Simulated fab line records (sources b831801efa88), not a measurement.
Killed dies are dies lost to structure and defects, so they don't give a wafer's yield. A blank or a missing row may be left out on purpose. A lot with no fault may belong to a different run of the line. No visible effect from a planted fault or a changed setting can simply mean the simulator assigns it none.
Chamber matching | flow sky130 | 3 sister chambers for SKY_VIA4_HDPCVD_00 on hdpcvd-02
The step deposits SiO2, target thk 1750 nm, time 291.7 s. 3 wafers are shown with their chamber, then 8 later ones without.

WAFERS WITH THEIR CHAMBER
wafer  | chamber | run-length-s (s)
L570.1 | 0       | 319.5
L570.6 | 2       | 319.6
L573.2 | 1       | 318.9

WAFERS WITH NO CHAMBER GIVEN
wafer  | run-length-s (s)
L573.3 | 319.8
L573.6 | 319.5
L576.1 | 319.6
L576.2 | 319.6
L576.5 | 319.4
L577.1 | 318.9
L577.2 | 319.5
L577.4 | 319.2

WHICH CHAMBER EACH WENT THROUGH
wafer  | from the rows above          | in truth
L573.3 | can't be placed: 2 or 0      | 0
L573.6 | can't be placed: 0 or 2      | 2
L576.1 | can't be placed: 2 or 0      | 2
L576.2 | can't be placed: 2 or 0      | 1
L576.5 | can't be placed: 0 or 2      | 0
L577.1 | 1                            | 1
L577.2 | can't be placed: 0 or 2      | 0
L577.4 | can't be placed: 0 or 1 or 2 | 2
Correct placement for 1 of the 8. Not placeable from these rows: 7 (in 6, the candidates include the true chamber). Number placed wrongly: 0.
How it was worked out, from the rows above alone: a wafer's distance from a chamber is the root of the sum, over the readings, of the square of ((its reading less the chamber's mean) divided by the reading's scatter). If the next closest chamber is less than 2 further off than the closest, the wafer can't be placed; otherwise it belongs to the closest. The mean given for a chamber averages the wafers shown for that chamber. The scatter: with one shown wafer a chamber, the root of the mean of the squares of how far each hidden wafer lies from its nearest shown one.
